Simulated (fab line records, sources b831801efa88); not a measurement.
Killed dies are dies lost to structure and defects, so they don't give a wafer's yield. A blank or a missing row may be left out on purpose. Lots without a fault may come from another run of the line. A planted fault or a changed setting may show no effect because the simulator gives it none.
A struck lot beside a sound one | flow gf180mcu | 15 steps out of a route of 602
Sound: wafers L463.1, L463.4, L463.5. Struck: wafers L478.2, L478.3, L478.4. The cause comes at the end.
At each step with rows: each side's tool, then ch and its chambers, then its first start. Under that, the readings that differ: sound wafers | struck wafers | difference of the means | sigmas: that difference in standard deviations of wafers without a fault.
alike: readings whose means differ by less than 2 such deviations, and words and numbers that are the same on both sides. not compared: withheld readings, readings that some wafer has no value for, bounds like >300 that may hide the same value, and numbers for which the record gives no deviation and whose values overlap.
The two part at a step that has a row with sigmas, a row that says differs or no value, or rows on one side only. Numbers that don't overlap but have no deviation are shown without sigmas and don't part them. A reading that every wafer of one side lacks parts them only if that side has two wafers or more.

GF_HV_LDD_CD_MEAS_46: target cd 400 nm.
  sound on cd_sem-01, day 12 11:59; struck on cd_sem-02, day 17 18:41
  alike: cd_nm
GF_HV_LDD_OVL_MEAS_47:
  sound on overlay-01, day 12 12:06; struck on overlay-01, day 17 18:48
  alike: HV_LDD_03_OVL
then, 1 step without rows for these wafers: GF_HV_LDD_IMPLANT_48.
GF_HV_LDD_STRIP_49: strips in O2/N2.
  sound on plasma_asher-04 ch 0, day 12 12:17; struck on plasma_asher-04 ch 0,1, day 17 18:59
  alike: drypump_motor_current_A, heater_power_w, n2_flow_sccm, oes_product_au, strip_time_to_endpoint_s
  not compared: rf_hours_counter_h
GF_HV_LDD_TW_MEAS_50:
  sound on film_metro-01, day 12 12:23; struck on film_metro-04, day 17 19:05
  alike: HV_LDD_4_TW
then, 1 step without rows for these wafers: GF_HV_LDD_CLEAN_51 (cleans in SC1/SC2, time 150 s).
GF_HV_LDD_RTA_52: time 10 s.
  sound on rtp_anneal-01 ch 0, day 12 12:30; struck on rtp_anneal-01 ch 0, day 17 19:12
  alike: lamp_power_pct, wafer_temp_C_max
GF_HV_LDD_RS_MEAS_53: measures by four-point-probe.
  sound on film_metro-02, day 12 12:34; struck on film_metro-04, day 17 19:16
  alike: HV_LDD_RS
then, 1 step without rows for these wafers: GF_HV_LDD_CVD_54 (deposits SiO2 from TEOS, target thk 10 nm, time 75 s).
GF_HV_LDD_THK_MEAS_55:
  sound on film_metro-01, day 12 13:43; struck on film_metro-01, day 17 20:24
  reading                | sound          | struck            | difference | sigmas
  HV_LDD_CVD_54_THK (nm) | 9.98 9.99 9.95 | 10.30 10.16 10.33 | +0.29      | +2
then, 1 step without rows for these wafers: GF_HV_LDD_CVD_56 (deposits Si3N4 from DCS/NH3, target thk 90 nm, time 1543 s).
GF_HV_LDD_THK_MEAS_57:
  sound on film_metro-01, day 12 15:12; struck on film_metro-01, day 17 21:53
  alike: HV_LDD_CVD_56_THK
GF_HV_LDD_ETCHBACK_58: etches Si3N4 in CH3F/O2, stops on SiO2, time 100 s, target depth 90 nm.
  sound on rie_diel-03 ch 1,2, day 12 15:16; struck on rie_diel-03 ch 1,2, day 17 21:56
  reading               | sound             | struck            | difference | sigmas
  oes_product_au (a.u.) | 0.848 0.844 0.860 | 0.862 0.885 0.870 | +0.022     | +3
  run_length_s (s)      | 129.0 128.1 129.3 | 125.0 125.5 126.0 | -3.3       | -8
  alike: drypump_motor_current_A, throttle_valve_pct
  not compared: rf_hours_counter_h
then, 2 steps without rows for these wafers: GF_NSD_DEHYDRATE_00 (time 60 s); GF_PASSIVATION_PROBE_99.

WHERE THEY PART
First at GF_HV_LDD_THK_MEAS_55; last, within this record, at GF_HV_LDD_ETCHBACK_58.

WHY: what the simulator had put in
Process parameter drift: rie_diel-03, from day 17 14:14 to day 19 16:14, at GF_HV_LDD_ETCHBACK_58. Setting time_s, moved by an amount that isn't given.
